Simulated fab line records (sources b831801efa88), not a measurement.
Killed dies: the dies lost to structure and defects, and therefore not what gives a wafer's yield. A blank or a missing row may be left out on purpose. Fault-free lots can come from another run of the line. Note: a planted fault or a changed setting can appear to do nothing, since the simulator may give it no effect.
A single fault, viewed from 2 desks    flow gf180mcu    every desk sees just its own numbers, and what lay behind them comes last

## AT THE TOOL OWNER'S DESK: cmp-01
The tool's own readings at GF_V2_CMP_04 (polishes SiO2): means of the sampled wafers that have a number, for each lot that ran on this tool. If a lot's mean is further than 4 standard deviations from the usual mean, the lot is out of limits and carries the mark OUT (the distance appears in the brackets).
Columns: A = head pressure psi at GF_V2_CMP_04, usual 4.002 psi; B = motor current A at GF_V2_CMP_04, usual 12.2 A; C = time to endpoint s at GF_V2_CMP_04, usual 78 s
lot   first seen here  A      B     C
L598  day 20 00:54     4.012  11.1  79
L601  day 21 03:54     4.000  11.5  77
L604  day 22 11:16     4.005  11.9  73
L607  day 23 06:49     3.994  11.8  99
L617  day 26 13:17     4.005  11.7  78
L618  day 26 18:08     4.007  11.7  76
This desk's verdict: no lot among the 6 shows anything out of limits.

## THE METROLOGY DESK
Lot by lot, what the gauges showed, no matter which tool ran the lot: averages of those sampled wafers that carry a number. If a lot's mean is further than 4 standard deviations from the usual mean, the lot is out of limits and carries the mark OUT (the distance appears in the brackets).
Columns: A = M2_ALCU_RS at GF_M2_RS_MEAS_05, usual 0.0700 ohm/sq; B = V2_CVD_00_THK at GF_V2_THK_MEAS_01, usual 602 nm; C = V2_CVD_02_THK at GF_V2_THK_MEAS_03, usual 845 nm
lot   first seen here  A       B    C
L597  day 18 10:08     0.0689  600  850
L598  day 18 22:45     0.0708  595  855
L599  day 19 08:55     0.0697  603  838
L601  day 20 03:06     0.0704  601  851
L602  day 20 13:32     0.0692  595  841
L603  day 21 00:35     0.0701  596  841
L604  day 21 11:16     0.0702  602  837
L607  day 22 06:49     0.0698  595  857
L615  day 24 22:20     0.0696  607  849
L617  day 25 16:01     0.0701  608  844
L618  day 25 20:32     0.0721  606  831
L619  day 26 09:09     0.0707  609  854
This desk's verdict: no lot among the 12 shows anything out of limits.

## BROUGHT TOGETHER
The desk of the tool owner found nothing out of limits.
The metrology desk saw nothing out of limits.

## WHAT HAD BEEN PUT IN BY THE SIMULATOR
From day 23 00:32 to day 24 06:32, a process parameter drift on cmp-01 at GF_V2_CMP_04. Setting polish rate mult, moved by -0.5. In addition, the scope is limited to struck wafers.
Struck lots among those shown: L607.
